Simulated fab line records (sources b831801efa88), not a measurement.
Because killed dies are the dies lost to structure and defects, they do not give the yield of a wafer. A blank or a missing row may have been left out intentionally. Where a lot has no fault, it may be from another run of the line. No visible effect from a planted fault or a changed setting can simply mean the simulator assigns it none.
Split-lot experiment || flow sfqLine || 27 wafers read across 5 lots, on a route 325 steps long

== THE SPLIT ITSELF ==
At SFQ_TRILAYER_M0_BARC_OPEN_METAL_ETCH_031 (etches BARC in O2, target depth 125 nm, time 41.7 s), the setting timeS was moved away from the recipe's 41.7 s on 9 of the 27 wafers read, by -40.3% to +19.0%. All remaining wafers had this setting at the recipe value.

Reading taken at the split's own step.

== THE READING ==
oesProductAu, in a.u., at SFQ_TRILAYER_M0_BARC_OPEN_METAL_ETCH_031 (etches BARC in O2, target depth 125 nm, time 41.7 s). Fault-free wafers of this fab line usually give 0.685 a.u., standard deviation 0.0059 a.u.

{"wafer": "L074.3", "tool, chamber at the split": "rieMetal-04, 0", "timeS as run, s": 41.7, "against the recipe": "recipe", "oesProductAu, a.u.": 0.693, "against lot-mates on the recipe": "-"}
{"wafer": "L074.5", "tool, chamber at the split": "rieMetal-04, 1", "timeS as run, s": 41.7, "against the recipe": "recipe", "oesProductAu, a.u.": 0.684, "against lot-mates on the recipe": "-"}
{"wafer": "L074.6", "tool, chamber at the split": "rieMetal-04, 0", "timeS as run, s": 41.7, "against the recipe": "recipe", "oesProductAu, a.u.": 0.677, "against lot-mates on the recipe": "-"}
{"wafer": "L076.1", "tool, chamber at the split": "rieMetal-04, 0", "timeS as run, s": 49.61, "against the recipe": "+19.0%", "oesProductAu, a.u.": 0.660, "against lot-mates on the recipe": -0.023}
{"wafer": "L076.2", "tool, chamber at the split": "rieMetal-04, 1", "timeS as run, s": 41.7, "against the recipe": "recipe", "oesProductAu, a.u.": 0.683, "against lot-mates on the recipe": "-"}
{"wafer": "L076.3", "tool, chamber at the split": "rieMetal-04, 0", "timeS as run, s": 49.61, "against the recipe": "+19.0%", "oesProductAu, a.u.": 0.669, "against lot-mates on the recipe": -0.014}
{"wafer": "L076.4", "tool, chamber at the split": "rieMetal-04, 1", "timeS as run, s": 49.61, "against the recipe": "+19.0%", "oesProductAu, a.u.": 0.663, "against lot-mates on the recipe": -0.020}
{"wafer": "L076.5", "tool, chamber at the split": "rieMetal-04, 0", "timeS as run, s": 41.7, "against the recipe": "recipe", "oesProductAu, a.u.": 0.687, "against lot-mates on the recipe": "-"}
{"wafer": "L076.6", "tool, chamber at the split": "rieMetal-04, 1", "timeS as run, s": 41.7, "against the recipe": "recipe", "oesProductAu, a.u.": 0.679, "against lot-mates on the recipe": "-"}
{"wafer": "L077.1", "tool, chamber at the split": "rieMetal-03, 1", "timeS as run, s": 41.7, "against the recipe": "recipe", "oesProductAu, a.u.": 0.679, "against lot-mates on the recipe": "-"}
{"wafer": "L077.2", "tool, chamber at the split": "rieMetal-03, 0", "timeS as run, s": 41.7, "against the recipe": "recipe", "oesProductAu, a.u.": 0.690, "against lot-mates on the recipe": "-"}
{"wafer": "L077.3", "tool, chamber at the split": "rieMetal-03, 0", "timeS as run, s": 24.9, "against the recipe": "-40.3%", "oesProductAu, a.u.": 0.899, "against lot-mates on the recipe": "+0.212"}
{"wafer": "L077.4", "tool, chamber at the split": "rieMetal-03, 1", "timeS as run, s": 24.9, "against the recipe": "-40.3%", "oesProductAu, a.u.": 0.892, "against lot-mates on the recipe": "+0.205"}
{"wafer": "L077.5", "tool, chamber at the split": "rieMetal-03, 1", "timeS as run, s": 41.7, "against the recipe": "recipe", "oesProductAu, a.u.": 0.691, "against lot-mates on the recipe": "-"}
{"wafer": "L077.6", "tool, chamber at the split": "rieMetal-03, 0", "timeS as run, s": 24.9, "against the recipe": "-40.3%", "oesProductAu, a.u.": 0.890, "against lot-mates on the recipe": "+0.203"}
{"wafer": "L081.1", "tool, chamber at the split": "rieMetal-01, 1", "timeS as run, s": 41.7, "against the recipe": "recipe", "oesProductAu, a.u.": 0.676, "against lot-mates on the recipe": "-"}
{"wafer": "L081.2", "tool, chamber at the split": "rieMetal-01, 0", "timeS as run, s": 41.7, "against the recipe": "recipe", "oesProductAu, a.u.": 0.689, "against lot-mates on the recipe": "-"}
{"wafer": "L081.3", "tool, chamber at the split": "rieMetal-01, 0", "timeS as run, s": 41.7, "against the recipe": "recipe", "oesProductAu, a.u.": 0.693, "against lot-mates on the recipe": "-"}
{"wafer": "L081.4", "tool, chamber at the split": "rieMetal-01, 1", "timeS as run, s": 41.7, "against the recipe": "recipe", "oesProductAu, a.u.": 0.681, "against lot-mates on the recipe": "-"}
{"wafer": "L081.5", "tool, chamber at the split": "rieMetal-01, 0", "timeS as run, s": 41.7, "against the recipe": "recipe", "oesProductAu, a.u.": 0.682, "against lot-mates on the recipe": "-"}
{"wafer": "L081.6", "tool, chamber at the split": "rieMetal-01, 1", "timeS as run, s": 41.7, "against the recipe": "recipe", "oesProductAu, a.u.": 0.688, "against lot-mates on the recipe": "-"}
{"wafer": "L084.1", "tool, chamber at the split": "rieMetal-04, 1", "timeS as run, s": 41.7, "against the recipe": "recipe", "oesProductAu, a.u.": 0.691, "against lot-mates on the recipe": "-"}
{"wafer": "L084.2", "tool, chamber at the split": "rieMetal-04, 0", "timeS as run, s": 26.75, "against the recipe": "-35.9%", "oesProductAu, a.u.": 0.857, "against lot-mates on the recipe": "+0.166"}
{"wafer": "L084.3", "tool, chamber at the split": "rieMetal-04, 0", "timeS as run, s": 41.7, "against the recipe": "recipe", "oesProductAu, a.u.": 0.689, "against lot-mates on the recipe": "-"}
{"wafer": "L084.4", "tool, chamber at the split": "rieMetal-04, 1", "timeS as run, s": 26.75, "against the recipe": "-35.9%", "oesProductAu, a.u.": 0.849, "against lot-mates on the recipe": "+0.158"}
{"wafer": "L084.5", "tool, chamber at the split": "rieMetal-04, 1", "timeS as run, s": 26.75, "against the recipe": "-35.9%", "oesProductAu, a.u.": 0.862, "against lot-mates on the recipe": "+0.171"}
{"wafer": "L084.6", "tool, chamber at the split": "rieMetal-04, 0", "timeS as run, s": 41.7, "against the recipe": "recipe", "oesProductAu, a.u.": 0.693, "against lot-mates on the recipe": "-"}

FIT RESULTS
A straight line over all 27 wafers: oesProductAu changes by -0.00435 a.u. for each +1% of timeS; r = -0.97; the points scatter about the line by 0.022 a.u.
The same after taking each lot's own level away (the mean of its wafers on the recipe; 27 wafers): -0.00426 a.u. for each +1%; r = -0.96; scatter 0.022 a.u.
According to that fit, moving timeS by its largest amount changes the reading by 0.17 a.u.
Measured against the standard deviation above, the lots' own levels, which go from 0.6830 to 0.6910 a.u., span 1.4 times it.
So the lot-to-lot level changes the slope little: the two slopes agree.
Check: with one of the wafers moved furthest among these (-40.3%) left out of the fit, the line predicts +0.178 a.u. for it against its lot-mates. Against them it came out at +0.212 a.u.
Tool readings at the split's step, against how far the setting was moved: oesProductAu r = -0.97.

== THE OTHER SPLITS THESE WAFERS WENT THROUGH ==
Before the reading, these wafers also passed through other splits. Each is held against what the fit with the lots' levels taken away leaves over:
{"other split on the same wafers": "SFQ_TRILAYER_INCOMING_OXIDATION_002 oxTimeS", "wafers away from the commonest value": 21, "r with oesProductAu (lot level and that fit taken away)": "+0.28"}
{"other split on the same wafers": "SFQ_TRILAYER_L0_CAP_PECVD_011 timeS", "wafers away from the commonest value": 6, "r with oesProductAu (lot level and that fit taken away)": -0.26}

== THE WHOLE CHAIN: every reading that the file lists as answering this split, in the file's order ==
{"step": "SFQ_TRILAYER_M0_BARC_OPEN_METAL_ETCH_031", "what it does": "etches BARC in O2, target depth 125 nm, time 41.7 s", "reading": "oesProductAu", "change (the file's fit)": "-0.00447 a.u. for each +1% of the setting", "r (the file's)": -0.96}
{"step": "SFQ_TRILAYER_M0_BARC_OPEN_METAL_ETCH_031", "what it does": "etches BARC in O2, target depth 125 nm, time 41.7 s", "reading": "KrF_of_TRILAYER_M0_LITHO_COAT_021.thkNm (the simulator's own value, which no gauge read)", "change (the file's fit)": "-0.486 nm for each +1% of the setting", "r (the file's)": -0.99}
{"step": "SFQ_TRILAYER_M0_ETCH_METAL_ETCH_024", "what it does": "etches Nb in Cl2/Ar, stops on SiO2, target depth 240 nm, time 120 s", "reading": "KrF_of_TRILAYER_M0_LITHO_COAT_021.thkNm (the simulator's own value, which no gauge read)", "change (the file's fit)": "-0.467 nm for each +1% of the setting", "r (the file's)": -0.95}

== THE FILE'S OWN FIT ==
oesProductAu changes by -0.00447 a.u. for each +1% of timeS, r = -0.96.
